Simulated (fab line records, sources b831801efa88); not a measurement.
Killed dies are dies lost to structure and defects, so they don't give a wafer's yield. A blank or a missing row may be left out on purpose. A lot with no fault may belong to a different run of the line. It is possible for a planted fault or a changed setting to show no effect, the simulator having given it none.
8D (eight disciplines) problem report, filled in by code	flow gf180mcu	the parts of the form that need people (team, actions taken, sign-off) are left out

== 1. THE ISSUE ==
POLY_GATE_CVD_00_THK at GF_POLY_GATE_THK_MEAS_01 reads a mean of 220.0 nm on 9 wafers of 3 lots; wafers without a fault read 200.4 nm with a standard deviation of 1.9. Relative to the usual mean, that is a shift of +10 standard deviations.
Seen first at day 12 17:24 on film_metro-03, wafer L349.2. The record has a number at this step for 42 wafers belonging to 14 lots. Rule for "out" (also "out of limits"): further than 4 standard deviations from the usual mean. Any other wafer with a number is counted as sound.

== 2. WHAT IT IS AND WHAT IT IS NOT ==
question	is	is not
which readings at this step	POLY_GATE_CVD_00_THK	-
which lots	L349, L350, L352	L335, L336, L337, L339, L341, L342, L343, L346, L347, L354, L357
which wafers of those lots	all that have a number	-
read on which gauges	film_metro-03, film_metro-04	film_metro-01
when	from day 12 17:24	up to then (27 sound wafers); but 6 sound wafers of L354, L357 came after

== 3. SUSPECTS, AND WHAT RULES EACH OUT ==
Counting: a tool at a process step up to the reading stays a suspect if it ran every lot that is out and no sound lot after the first of them.
- ruled out: the gauge at GF_POLY_GATE_THK_MEAS_01. Those wafers that are out were read across 2 gauges (film_metro-03, film_metro-04).
- lpcvd-02 at GF_POLY_GATE_CVD_00 (deposits poly-Si, target thk 200 nm, time 1200 s): kept. It processed each lot that is out, first L349 at day 12 16:04, and no sound lot thereafter; up to then, the last sound lot it processed was L346 at day 11 15:29. On those wafers its own readings are out: pressure_mtorr.
The count leaves lpcvd-02 at GF_POLY_GATE_CVD_00.

== 4. THE CAUSE (what the simulator had put in) ==
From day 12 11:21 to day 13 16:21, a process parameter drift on lpcvd-02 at GF_POLY_GATE_CVD_00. The setting pressure_mtorr was moved by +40, starting from 200. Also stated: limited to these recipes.
After counting, this tool was the only one left.

== 5. SEQUENCE OF EFFECTS, ordered by route ==
Rows list readings where the struck wafers' mean (over those with a number) sits beyond 3 standard deviations from the usual. Only readings for which the record gives a usual standard deviation are gone through. hours: the time from each lot's start at the first step in this table that gives one to its start at this step, as a median over the lots. sigmas: the change in usual standard deviations.
hours	step	reading	usual	on struck wafers	change	sigmas
0	GF_POLY_GATE_CVD_00	pressure_mtorr	200.0 mTorr	240.1	+40.1	+98
2	GF_POLY_GATE_THK_MEAS_01	POLY_GATE_CVD_00_THK	200.4 nm	220.0	+19.6	+10
The process steps in it:
- GF_POLY_GATE_CVD_00: deposits poly-Si, target thk 200 nm, time 1200 s.
Later measuring or inspecting steps at which every struck wafer that the step has a row for has a number for every such reading, and none has moved that far: GF_V3_THK_MEAS_25, GF_M4_OVL_MEAS_15, GF_V5_RS_MEAS_24.

== 6. HOW IT WOULD HAVE BEEN CAUGHT EARLIER ==
The first out-of-limits reading at a measuring or inspecting step in this record came at day 12 17:24, 6 hours after the fault's start at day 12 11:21.
The tool's own readings at GF_POLY_GATE_CVD_00 were out on every struck wafer that the step has a row for (pressure_mtorr): an alarm limit on them would have fired on the first of those.
Lots out: 3; of these, L350, L352 started GF_POLY_GATE_CVD_00 on lpcvd-02 after day 12 17:24. A hold on the tool at that time would have spared those 2.
